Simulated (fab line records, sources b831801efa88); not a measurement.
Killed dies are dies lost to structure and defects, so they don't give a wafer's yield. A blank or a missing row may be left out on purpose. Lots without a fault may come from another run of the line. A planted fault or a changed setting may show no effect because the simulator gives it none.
A struck lot beside a sound one | flow sky130 | 21 steps out of a route of 708
Sound: wafers L770.3, L770.5, L770.6. Struck: wafers L773.2, L773.5, L773.6. The cause comes at the end.
At each step with rows: each side's tool, then ch and its chambers, then its first start. Under that, the readings that differ: sound wafers | struck wafers | difference of the means | sigmas: that difference in standard deviations of wafers without a fault.
alike: readings whose means differ by less than 2 such deviations, and words and numbers that are the same on both sides. not compared: withheld readings, readings that some wafer has no value for, bounds like >300 that may hide the same value, and numbers for which the record gives no deviation and whose values overlap.
The two part at a step that has a row with sigmas, a row that says differs or no value, or rows on one side only. Numbers that don't overlap but have no deviation are shown without sigmas and don't part them. A reading that every wafer of one side lacks parts them only if that side has two wafers or more.

first, 1 step without rows for these wafers: SKY_RES_XHIGH_IMPLANT_07.
SKY_RES_XHIGH_STRIP_08: strips in O2/N2.
  sound on plasma_asher-02 ch 0,1, day 27 16:50; struck on plasma_asher-03 ch 0,1, day 29 02:07
  alike: drypump_motor_current_A, oes_product_au, strip_time_to_endpoint_s
  not compared: rf_hours_counter_h
SKY_RES_XHIGH_TW_MEAS_09:
  sound on film_metro-04, day 27 16:56; struck on film_metro-04, day 29 02:13
  alike: RES_XHIGH_TW
then, 7 steps without rows for these wafers: SKY_SD_N_DEHYDRATE_00 (time 60 s); SKY_SD_N_HMDS_01 (prime time 60 s); SKY_SD_N_COAT_02 (resist thk 1140 nm); SKY_SD_N_SOFTBAKE_03 (time 60 s); SKY_SD_N_EXPOSE_04 (exposes mask NSDM, target cd 380 nm); SKY_SD_N_PEB_05; SKY_SD_N_DEVELOP_06 (develop time 60 s).
SKY_SD_N_CD_MEAS_07: target cd 380 nm.
  sound on cd_sem-01, day 28 21:20; struck on cd_sem-02, day 30 06:08
  alike: cd_nm
SKY_SD_N_OVL_MEAS_08:
  sound on overlay-02, day 28 21:25; struck on overlay-01, day 30 06:15
  alike: SD_N_OVL
SKY_SD_N_IMPLANT_09:
  sound on implanter-01 ch 0, day 28 21:29; struck on implanter-02 ch 0, day 30 06:18
  reading       | sound                         | struck                        | difference | sigmas
  beam_on_s (s) | 20.3 19.8 20.5                | 28.4 28.0 27.6                | +7.8       | +7
  dose_ions_cm2 | 3.998e+15 4.001e+15 4.002e+15 | 6.224e+15 6.227e+15 6.225e+15 | +2.225e+15 | +99 or more
  alike: end_station_pressure_torr
then, 1 step without rows for these wafers: SKY_SD_N_IMPLANT_10.
SKY_SD_N_STRIP_11: strips in O2/N2.
  sound on plasma_asher-03 ch 0,1, day 28 21:47; struck on plasma_asher-01 ch 0,1, day 30 06:35
  reading                      | sound             | struck            | difference | sigmas
  oes_product_au (a.u.)        | 0.528 0.532 0.523 | 0.509 0.513 0.520 | -0.014     | -3
  strip_time_to_endpoint_s (s) | 22.55 22.57 22.58 | 23.49 23.50 23.50 | +0.93      | +21
  alike: drypump_motor_current_A
  not compared: rf_hours_counter_h
SKY_SD_N_TW_MEAS_12:
  sound on film_metro-01, day 28 21:52; struck on film_metro-04, day 30 06:41
  alike: SD_N_TW
then, 1 step without rows for these wafers: SKY_SD_N_CLEAN_13 (cleans in SC1/SC2, time 150 s).
SKY_SD_N_RTA_14: time 2 s.
  sound on rtp_anneal-01 ch 0, day 28 21:58; struck on rtp_anneal-01 ch 0, day 30 06:48
  alike: lamp_power_pct, wafer_temp_C_max
SKY_SD_N_RS_MEAS_16: measures by four-point-probe.
  sound on film_metro-02, day 28 22:10; struck on film_metro-04, day 30 07:21
  reading          | sound             | struck            | difference | sigmas
  SD_N_RS (ohm/sq) | 68.40 68.54 68.60 | 65.26 65.43 65.34 | -3.17      | -29
  not compared: hold
SKY_SD_N_RS_MEAS_17: measures by four-point-probe.
  sound on film_metro-02, day 28 22:17; struck on film_metro-04, day 30 11:47
  reading | sound | struck                                                                     | difference                   | sigmas
  hold    | - - - | await_dispo/4.3h/release await_dispo/4.3h/release await_dispo/4.3h/release | no value on the sound wafers |
  alike: SD_P_RS
-- the record jumps here: 17 days lie between the struck wafers' starts before and after (it left off in module SD_N and takes up again in module PAD_OPEN, whose first step shown is number 708 of the route) --
SKY_PAD_OPEN_PROBE_99:
  sound on prober-02, day 46 17:26; struck on prober-01, day 47 18:59
  reading                                   | sound               | struck               | difference | sigmas
  model.etest.res_ndiff.line_ohm_um         | 748.7 750.5 767.3   | 693.3 692.1 692.4    | -62.9      |
  model.etest.sonos_uncharged.r_on_ohm_um   | 824.3 812.5 795     | 765.4 788.4 760.9    | -39.0      |
  model.etest.licon_ndiff.rc_ohm            | 173.4 179 186.4     | 159.8 162.4 163.8    | -17.6      |
  model.etest.res_ndiff_hv.rs_ohm_sq        | 111.8 111 111       | 101.8 102.4 102.3    | -9.1       |
  model.etest.res_ndiff.rs_ohm_sq           | 117 116.9 117.6     | 109.3 108.2 109.2    | -8.3       |
  model.etest.nfet_g5v0d10v5.off_log10_a_um | -13.9 -13.93 -13.79 | -13.67 -13.74 -13.74 | +0.16      |
  alike: killed_at_M0_to_M3, killed_at_M4_up, killed_at_contacts, killed_at_front_end, killed_at_other, killed_dies, killed_open, killed_short

WHERE THEY PART
First at SKY_SD_N_IMPLANT_09; last, within this record, at SKY_SD_N_RS_MEAS_17. Later steps at which nothing parts them and some readings are alike: SKY_PAD_OPEN_PROBE_99.

WHY: what the simulator had put in
Process parameter drift: implanter-02, from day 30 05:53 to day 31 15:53, at SKY_SD_N_IMPLANT_09. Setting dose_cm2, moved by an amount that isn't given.
